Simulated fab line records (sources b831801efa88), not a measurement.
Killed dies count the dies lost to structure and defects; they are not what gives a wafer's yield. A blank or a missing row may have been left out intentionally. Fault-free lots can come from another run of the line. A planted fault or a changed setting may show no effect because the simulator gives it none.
The tool behind it: which one? :: flow sky130 :: 40 wafers sampled from 14 lots at 1 step of a route of 708

## WHAT THE GAUGES READ, wafer by wafer
SKY_POLY_GATE_CD_MEAS_22.
lot: L501
measured: day 16 11:24
on: cdSem-01
cdNm (nm): 151.3 150.2 150.5

lot: L502
measured: day 16 15:38
on: cdSem-01
cdNm (nm): 151.1 150.1 148.1

lot: L503
measured: day 17 15:05
on: cdSem-01
cdNm (nm): 153.3 151.7 150.2

lot: L504
measured: day 17 17:46
on: cdSem-02
cdNm (nm): 149.2 151.0 149.0

lot: L505
measured: day 19 03:03
on: cdSem-01
cdNm (nm): 148.7 149.1 148.3

lot: L507
measured: day 19 06:21
on: cdSem-02
cdNm (nm): 149.8 148.8 150.1

lot: L506
measured: day 19 06:23
on: cdSem-01
cdNm (nm): 150.1 151.9 152.9

lot: L508
measured: day 19 07:14
on: cdSem-01
cdNm (nm): 151.3 150.9 152.4

lot: L510
measured: day 19 19:45
on: cdSem-02
cdNm (nm): 151.1 150.4 151.8

lot: L515
measured: day 21 10:46
on: cdSem-01
cdNm (nm): 147.6 145.9

lot: L516
measured: day 21 19:12
on: cdSem-02
cdNm (nm): 150.2 147.9 150.9

lot: L517
measured: day 22 10:48
on: cdSem-02
cdNm (nm): 151.8 151.0

lot: L518
measured: day 22 17:17
on: cdSem-02
cdNm (nm): 151.5 150.8 152.4

lot: L524
measured: day 24 12:59
on: cdSem-02
cdNm (nm): 148.0 151.0 151.0

## WHAT TOOL EACH LOT RAN ON (gives the tool, then ch and the chambers of the sampled wafers, and finally the start)
Before these readings, the record contains no process step.

## AS READ BY THE TOOLS THEMSELVES (means over the sampled wafers that have a number; for cases with no such wafer, the mark the record gives instead)
The record holds no such reading with a usual standard deviation.

## THE ANSWER, worked out from the rows above alone
Rule: the usual values come from the lots themselves. The widest of any qualifying gaps counts: lots, ordered by their means at a reading, are off when they make up no more than a third of the lots, leave a main group of 4 or more, and stand apart from it by 3 or more times the standard deviation of that group's means. Not used: any main group whose means are identical at the precision the tables above print for the reading. Also off: a lot with no number at a reading for which 4 or more lots have one. All remaining lots with rows at the step are treated as sound. First the gauges in route order, then the tools' own readings, where a lot's mean is used as printed above. At the first step where some lot is off, the reading lying furthest off is the one used; lots without a number count as furthest.
No lot is off on any of the readings shown, so nothing can be concluded from this.

## WHAT THE SIMULATOR PUT IN
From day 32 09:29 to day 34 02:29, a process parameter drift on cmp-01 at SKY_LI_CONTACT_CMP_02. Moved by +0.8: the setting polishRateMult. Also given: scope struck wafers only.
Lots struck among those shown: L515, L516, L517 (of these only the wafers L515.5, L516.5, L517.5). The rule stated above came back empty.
